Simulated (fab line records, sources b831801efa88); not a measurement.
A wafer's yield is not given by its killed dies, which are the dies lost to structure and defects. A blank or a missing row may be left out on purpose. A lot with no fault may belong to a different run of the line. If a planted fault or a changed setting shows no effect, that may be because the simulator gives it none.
Comparing a struck lot with a sound one | flow sky130 | 16 steps out of a route of 708
Sound: wafers L462.1, L462.2, L462.4. Struck: wafers L480.2, L480.5, L480.6. At the end, the cause is stated.
For every step that has rows: the tool of each side, followed by ch and its chambers, followed by its first start. Under that, the readings that differ: sound wafers | struck wafers | difference of the means | sigmas: that difference in standard deviations of wafers without a fault.
alike: readings with means less than 2 such deviations apart, plus words and numbers identical on both sides. not compared: withheld readings, readings lacking a value on some wafer, bounds such as >300 that could conceal the same value, and numbers that have no deviation in the record and whose values overlap.
The two part at a step that has a row with sigmas, a row that says differs or no value, or rows on one side only. Non-overlapping numbers with no deviation appear without sigmas and do not part them. Lack of a reading on every wafer of one side parts them only where that side has two or more wafers.

first, 5 steps without rows for these wafers: SKY_POLY_GATE_COAT_08 (resist thk 450 nm); SKY_POLY_GATE_SOFTBAKE_09 (time 90 s); SKY_POLY_GATE_EXPOSE_10 (exposes mask P1M, target cd 150 nm); SKY_POLY_GATE_PEB_11; SKY_POLY_GATE_DEVELOP_12 (develop time 60 s).
SKY_POLY_GATE_CD_MEAS_13: target cd 150 nm.
  sound on cdSem-02, day 17 01:44; struck on cdSem-01, day 23 09:38
  alike: cdNm
SKY_POLY_GATE_OVL_MEAS_14:
  sound on overlay-02, day 17 01:52; struck on overlay-01, day 23 09:45
  alike: POLY_GATE_OVL
SKY_POLY_GATE_ETCH_15: etches BARC in N2/H2, stops on SiO2, time 118.5 s, target depth 110 nm.
  sound on rieDiel-03 ch 0,1,2, day 17 01:54; struck on rieDiel-03 ch 0,1,3, day 23 09:47
  alike: drypumpMotorCurrentA, oesProductAu, throttleValvePct
  not compared: rfHoursCounterH
SKY_POLY_GATE_ETCH_16: etches Si3N4 in CH3F/O2, stops on poly-Si, time 147.5 s, target depth 75 nm.
  sound on rieDiel-03 ch 0,1,2, day 17 01:59; struck on rieDiel-03 ch 0,1,3, day 23 09:52
  alike: ch3fFlowSccm, drypumpMotorCurrentA, oesProductAu, throttleValvePct
  not compared: rfHoursCounterH
SKY_POLY_GATE_ETCH_17: etches poly-Si in HBr/Cl2, stops on SiO2, target depth 180 nm, time 70.5 s.
  sound on rieSi-02 ch 1,2,3, day 17 02:05; struck on rieSi-02 ch 2,3, day 23 09:58
  alike: HBr_flow_sccm, drypumpMotorCurrentA, oesProductAu, throttleValvePct
  not compared: rfHoursCounterH
SKY_POLY_GATE_STRIP_18: strips in O2/N2.
  sound on plasmaAsher-02 ch 0,1, day 17 02:08; struck on plasmaAsher-02 ch 0,1, day 23 10:01
  alike: drypumpMotorCurrentA, oesProductAu, stripTimeToEndpointS
  not compared: rfHoursCounterH
then, 1 step without rows for these wafers: SKY_POLY_GATE_CLEAN_19 (cleans in SC1/SC2, time 150 s).
SKY_POLY_GATE_OXIDATION_20: stabilise 600 s, purge 300 s, target thk 4 nm.
  sound on furnace-02 ch 0, day 17 04:02; struck on furnace-01 ch 0, day 23 11:08
reading                                         | sound                | struck               | difference | sigmas
spikeTcBottomC (C)                              | 868.2 867.6 870.8    | 906.9 906.0 906.8    | +37.7      | +29
spikeTcCentreC (C)                              | 851.4 849.7 850.4    | 886.3 887.7 887.7    | +36.7      | +37
spikeTcLowerC (C)                               | 848.3 850.4 850.6    | 886.6 885.1 886.2    | +36.2      | +23
spikeTcTopC (C)                                 | 864.8 866.1 864.6    | 901.4 901.4 900.3    | +35.9      | +37
spikeTcUpperC (C)                               | 850.1 851.7 848.4    | 887.0 889.4 887.3    | +37.8      | +39
tubeCenterTempC (C)                             | 849.88 849.92 849.98 | 887.46 887.38 887.41 | +37.49     | +99 or more
tube_center_temp_C_max                          | 851.8 851.8 852.6    | 889.7 889.4 889.5    | +37.5      | +99 or more
zonePowerTopPct (%)                             | 36.0 36.0 36.8       | 43.9 43.2 43.4       | +7.2       | +3
zonePowerUpperPct (%)                           | 16.4 16.0 16.1       | 19.3 18.9 19.0       | +2.9       | +4
model.SiO2_of_POLY_GATE_OXIDATION_20.thkNm (nm) | 4.017 4.007 3.976    | 6.246 6.339 6.352    | +2.312     | 
SKY_POLY_GATE_THK_MEAS_21:
  sound on filmMetro-03, day 17 05:17; struck on filmMetro-03, day 23 12:24
reading                      | sound          | struck         | difference | sigmas
POLY_GATE_OXIDATION_THK (nm) | 4.04 4.04 3.95 | 6.23 6.36 6.38 | +2.31      | +24
SKY_POLY_GATE_CD_MEAS_22:
  sound on cdSem-01, day 17 05:20; struck on cdSem-01, day 23 12:28
  alike: cdNm
-- a jump in the record: the struck wafers' starts before and after are 27 days apart (it breaks off in module POLY_GATE and resumes in module PAD_OPEN, where the first step shown is number 708 of the route) --
SKY_PAD_OPEN_PROBE_99:
  sound on prober-01, day 46 13:18; struck on prober-01, day 50 07:34
reading                             | sound             | struck            | difference | sigmas
model.etest.tipSonos.rsOhmSq        | 2631 2616 2619    | 3033 2999 3060    | +409       | 
model.etest.tipP.rsOhmSq            | 6771 6778 6723    | 7431 7437 7424    | +673       | 
model.etest.pfet_01v8.rOnOhmUm      | 2852 2869 2865    | 3073 3155 3171    | +271       | 
model.etest.resPdiff.lineOhmUm      | 1361 1358 1358    | 1438 1463 1501    | +108       | 
model.etest.tipN.rsOhmSq            | 440.9 442.9 444.4 | 486.6 489.3 488.4 | +45.4      | 
model.etest.nfet_01v8.rOnOhmUm      | 813.8 819.1 820.7 | 873.6 907.2 896.5 | +74.6      | 
model.etest.resNdiff.lineOhmUm      | 781.9 773 770.4   | 804.3 816.5 805.5 | +33.7      | 
model.etest.sonosUncharged.rOnOhmUm | 805 809.6 805.2   | 846.4 850.7 853.1 | +43.5      | 
  alike: killed_at_M0_to_M3, killed_at_M4_up, killedAtContacts, killedAtFrontEnd, killedAtOther, killedDies, killedOpen, killedShort

== WHERE THEY PART ==
Last at SKY_POLY_GATE_THK_MEAS_21 as far as this record goes, first at SKY_POLY_GATE_OXIDATION_20. Later steps at which nothing parts them and some readings are alike: SKY_POLY_GATE_CD_MEAS_22, SKY_PAD_OPEN_PROBE_99.

WHY: what had been put in by the simulator
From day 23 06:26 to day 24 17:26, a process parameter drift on furnace-01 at SKY_POLY_GATE_OXIDATION_20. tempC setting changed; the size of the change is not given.
